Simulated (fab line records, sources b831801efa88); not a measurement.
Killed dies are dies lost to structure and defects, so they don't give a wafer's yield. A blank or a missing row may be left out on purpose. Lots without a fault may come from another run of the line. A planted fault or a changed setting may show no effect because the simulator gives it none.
Chamber matching | flow gf180mcu | GF_CONTACT_CVD_02 on pecvd-04: 3 sister chambers
The step deposits SiO2 from TEOS, target thk 860 nm, time 95.992 s. 14 wafers are shown with their chamber, then 7 later ones without.

WAFERS WITH THEIR CHAMBER
wafer  | chamber | heater_power_w (W)
L654.1 | 2       | 601
L654.3 | 1       | 541
L654.5 | 1       | 603
L657.1 | 2       | 757
L657.4 | 0       | 502
L657.5 | 2       | 617
L660.3 | 1       | 586
L660.5 | 0       | 397
L660.6 | 2       | 733
L662.1 | 1       | 599
L662.2 | 2       | 723
L662.4 | 2       | 771
L669.2 | 1       | 655
L669.5 | 2       | 733

SIGNATURES (means of the wafers above)
reading        | chamber 0 | chamber 1 | chamber 2 | scatter within a chamber
heater_power_w | 449.50    | 596.80    | 705.00    | 60.1
Rule: a wafer's distance from a chamber is the root of the sum, over the readings, of the square of ((its reading less the chamber's mean) divided by the reading's scatter). The wafer belongs to the nearest chamber; if the next one is less than 2 further off, it can't be placed. The scatter: the root of (the sum of the squares of (reading less its chamber's mean) over the shown wafers, divided by (wafers less chambers)).

WAFERS WITHOUT THEIR CHAMBER
wafer  | heater_power_w (W)
L669.6 | 471
L672.1 | 609
L672.4 | 690
L672.6 | 519
L673.2 | 622
L673.4 | 485
L673.6 | 692

WHICH CHAMBER EACH WENT THROUGH
wafer  | from the rows above          | in truth
L669.6 | can't be placed: 0 or 1      | 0
L672.1 | can't be placed: 1 or 2      | 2
L672.4 | can't be placed: 2 or 1      | 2
L672.6 | can't be placed: 0 or 1 or 2 | 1
L673.2 | can't be placed: 1 or 2      | 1
L673.4 | can't be placed: 0 or 1      | 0
L673.6 | can't be placed: 2 or 1      | 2
Placed correctly: 0 of 7. Can't be placed from these rows: 7 (the true chamber is among the candidates in 7). Placed wrongly: 0.
